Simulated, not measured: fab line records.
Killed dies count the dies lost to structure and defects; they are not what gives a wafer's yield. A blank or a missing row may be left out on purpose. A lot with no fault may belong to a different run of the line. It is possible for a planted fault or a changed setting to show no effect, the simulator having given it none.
Which of the tools did it?	flow sfq-line	42 wafers from 14 lots sampled at 3 of the route's 325 steps

## WHAT THE GAUGES READ, wafer by wafer
SFQ_L0V_OVL_MEAS_903. Usual: for L0V_OVL the level is 0 nm and the standard deviation is 5.1.
lot	measured	on	L0V_OVL (nm)	flag
L507	day 7 12:29	overlay-01	2 -1 -3	
L508	day 7 22:04	overlay-02	-5 0 3	
L509	day 8 12:28	overlay-01	0 2 10	
L510	day 8 18:28	overlay-02	3 5 2	
L511	day 9 04:10	overlay-01	8 4 -8	
L512	day 9 06:48	overlay-02	5 10 -3	
L514	day 10 02:58	overlay-01	-2 3 12	
L516	day 10 17:05	overlay-01	8 7 1	
L522	day 12 18:23	overlay-01	-2 1 -2	
L524	day 13 07:15	overlay-02	-3 -5 -2	
L525	day 13 15:49	overlay-02	3 -4 7	
L526	day 13 20:27	overlay-02	5 0 -2	
L528	day 14 10:54	overlay-02	1 4 -6	
L529	day 14 20:11	overlay-01	-2 -2 2	

SFQ_I2_BOW_MEAS_917. Usual: for I2_BOW the level is 3 um and the standard deviation is 7.4.
lot	measured	on	I2_BOW (um)	flag
L507	day 32 10:49	film-metro-04	16 11 10	
L508	day 32 14:21	film-metro-04	8 7 7	
L509	day 32 17:57	film-metro-01	4 -6 5	
L510	day 32 23:57	film-metro-01	4 4 5	
L511	day 34 06:52	film-metro-02	12 5 16	
L512	day 34 15:47	film-metro-04	-2 0 5	
L514	day 35 03:52	film-metro-02	-2 -16 4 - - -	
L516	day 36 06:42	film-metro-01	5 9 0 - - -	
L522	day 39 07:07	film-metro-04	14 12 5	
L524	day 39 22:07	film-metro-04	1 -12 -7	
L525	day 40 19:09	film-metro-02	7 2 16	
L526	day 43 00:48	film-metro-02	5 4 4	
L528	day 46 03:22	film-metro-01	-3 10 -3	
L529	day 46 14:22	film-metro-01	-6 -12 -4	

## EACH LOT AND THE TOOL THAT RAN IT (in order: tool; ch and the chambers of the sampled wafers; start)
lot	SFQ_TRILAYER_I2_CMP_CMP_064
L507	cmp-02 ch 2,3, day 32 07:45
L508	cmp-02 ch 0,1,3, day 32 11:21
L509	cmp-02 ch 0,2,3, day 32 14:57
L510	cmp-02 ch 0,1,2, day 32 21:27
L511	cmp-02 ch 0,2, day 34 04:22
L512	cmp-01 ch 1,2,3, day 34 13:16
L514	cmp-02 ch 0,1,3, day 35 01:22
L516	cmp-02 ch 1,2,3, day 36 05:08
L522	cmp-02 ch 0,2,3, day 39 04:07
L524	cmp-02 ch 1,2, day 39 19:07
L525	cmp-02 ch 0,1,3, day 40 16:07
L526	cmp-02 ch 0,1,3, day 42 22:48
L528	cmp-02 ch 0,1,3, day 46 01:19
L529	cmp-02 ch 0,3, day 46 11:22
- SFQ_TRILAYER_I2_CMP_CMP_064: polishes SiO2.

## WHAT THE TOOLS THEMSELVES READ (means of the sampled wafers that have a number; where no wafer has one, the mark that the record gives instead)
SFQ_TRILAYER_I2_CMP_CMP_064. Usual: motor-current-A 10.2 A, standard deviation 0.62; retaining-ring-pressure-frac 1.000, standard deviation 0.0051; slurry-filter-dp-kPa 13.50 kPa, standard deviation 0.14; time-to-endpoint-s 207 s, standard deviation 8.2.
lot	tool	motor-current-A (A)	retaining-ring-pressure-frac	slurry-filter-dp-kPa (kPa)	time-to-endpoint-s (s)	flag
L507	cmp-02	10.2	0.995	13.51	213	
L508	cmp-02	10.4	0.998	13.58	204	
L509	cmp-02	10.2	0.999	13.59	212	
L510	cmp-02	10.0	1.001	13.47	200	
L511	cmp-02	10.0	0.996	13.36	207	
L512	cmp-01	10.0	0.998	13.49	213	
L514	cmp-02	10.5	1.001	13.55	219	
L516	cmp-02	10.1	1.003	13.49	231	
L522	cmp-02	10.3	1.000	13.38	209	
L524	cmp-02	9.8	1.000	13.42	194	
L525	cmp-02	10.1	0.998	13.56	201	
L526	cmp-02	10.5	0.999	13.57	198	
L528	cmp-02	10.2	0.997	13.49	209	
L529	cmp-02	10.9	0.997	13.34	222	

## THE ANSWER, worked out from the rows above alone
Rule: lot off if the mean of its wafers having a number is beyond 3 standard deviations from the usual mean. A lot without any number at a reading at which 4 lots or more have one is off too. All remaining lots with rows at the step are treated as sound. The gauges are gone through in route order, then the tools' own readings, and for those a lot's mean is taken as printed above. At the first step where some lot is off, the reading lying furthest off is the one used; lots without a number count as furthest.
Nothing can be told from this: no lot is off at any reading shown.

## WHAT THE SIMULATOR HAD PUT IN
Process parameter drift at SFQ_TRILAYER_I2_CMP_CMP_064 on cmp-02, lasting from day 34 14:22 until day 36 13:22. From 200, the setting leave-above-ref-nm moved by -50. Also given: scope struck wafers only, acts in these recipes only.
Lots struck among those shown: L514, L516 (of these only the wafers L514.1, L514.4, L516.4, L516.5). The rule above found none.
